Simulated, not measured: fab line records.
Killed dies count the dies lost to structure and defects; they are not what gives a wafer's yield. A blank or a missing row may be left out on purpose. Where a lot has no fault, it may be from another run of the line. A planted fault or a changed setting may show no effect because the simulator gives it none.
Comparing a struck lot with a sound one :: flow sky130 :: 14 out of 708 route steps
Sound: wafers L887.3, L887.4, L887.6. Wafers struck: L884.2, L884.3, L884.6. The cause comes at the end.
Each step with rows lists, per side, the tool, then ch with its chambers, then its first start. Under that, the readings that differ: sound wafers :: struck wafers :: difference of the means :: sigmas: that difference in standard deviations of wafers without a fault.
alike: same words and numbers on both sides, and readings whose means sit less than 2 such deviations apart. not compared: any withheld reading, any reading some wafer has no value for, any bound like >300 that may hide the same value, and any number with overlapping values for which the record gives no deviation.
A row with sigmas, a row that says differs or no value, or rows on one side alone: a step with any of these is where the two part. When numbers do not overlap yet have no deviation, they are printed without sigmas and do not part them. Lack of a reading on every wafer of one side parts them only where that side has two or more wafers.

SKY_LI_CONTACT_CVD_21: deposits W, target thk 400 nm, time 120.56 s.
  sound on cvdW-02 ch 0,1, day 33 22:13; struck on cvdW-01 ch 1, day 32 18:12
  alike: chamberPressureTorr, heaterPowerW
SKY_LI_CONTACT_RS_MEAS_22: the measuring method here is four-point-probe.
  struck on filmMetro-03, day 32 18:20; sound on filmMetro-04, day 33 22:20
  alike: LI_CONTACT_W_RS
SKY_LI_CONTACT_THK_MEAS_23: measures by xrf.
  struck on filmMetro-03, day 32 18:27; sound on filmMetro-04, day 33 22:26
  alike: LI_CONTACT_W_THK
SKY_LI_CONTACT_CMP_24: polishes, stops on PSG, t overpolish 20 s, target thk 0 nm.
  sound on cmp-02 ch 0,1,3, day 33 22:28; struck on cmp-01 ch 2,3, day 32 18:30
  alike: motorCurrentA, overpolishRunS, timeToEndpointS
SKY_LOCAL_INTERCONNECT_SPUTTER_00: material TiN, target thk 100 nm, time 83.3 s.
  struck on pvdSputter-04, day 32 18:48; sound on pvdSputter-04, day 33 22:46
  alike: cathodeDcPowerW, throttleValvePct
SKY_LOCAL_INTERCONNECT_RS_MEAS_01: the measuring method here is four-point-probe.
  struck on filmMetro-03, day 32 18:53; sound on filmMetro-02, day 33 22:53
  alike: LOCAL_INTERCONNECT_TIN_RS
SKY_LOCAL_INTERCONNECT_THK_MEAS_02: measures by xrf.
  struck on filmMetro-03, day 32 18:59; sound on filmMetro-02, day 33 22:59
  alike: LOCAL_INTERCONNECT_TIN_THK
then, 5 steps without rows for these wafers: SKY_LOCAL_INTERCONNECT_DEHYDRATE_03 (time 60 s); SKY_LOCAL_INTERCONNECT_HMDS_04 (prime time 60 s); SKY_LOCAL_INTERCONNECT_COAT_05 (resist thk 60 nm); SKY_LOCAL_INTERCONNECT_COAT_06 (resist thk 450 nm); SKY_LOCAL_INTERCONNECT_SOFTBAKE_07 (time 90 s).
SKY_LOCAL_INTERCONNECT_EXPOSE_08: exposes mask LI1M, target cd 170 nm.
  sound on krfScanner-01 ch 0, day 34 12:22; struck on krfScanner-01, day 33 08:04
  no value came back on the struck wafers for exposureDoseMJCm2, focusOffsetNm (nm), na; on the sound wafers exposureDoseMJCm2 reads 27.95 27.96 28.01
  alike: mask
after that, 1 step had no rows for these wafers: SKY_LOCAL_INTERCONNECT_PEB_09.

== WHERE THEY PART ==
Only at SKY_LOCAL_INTERCONNECT_EXPOSE_08, as far as this record shows.

WHY: what the simulator had put in
Whole step skipped at SKY_LOCAL_INTERCONNECT_EXPOSE_08 on krfScanner-01, starting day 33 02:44. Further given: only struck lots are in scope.
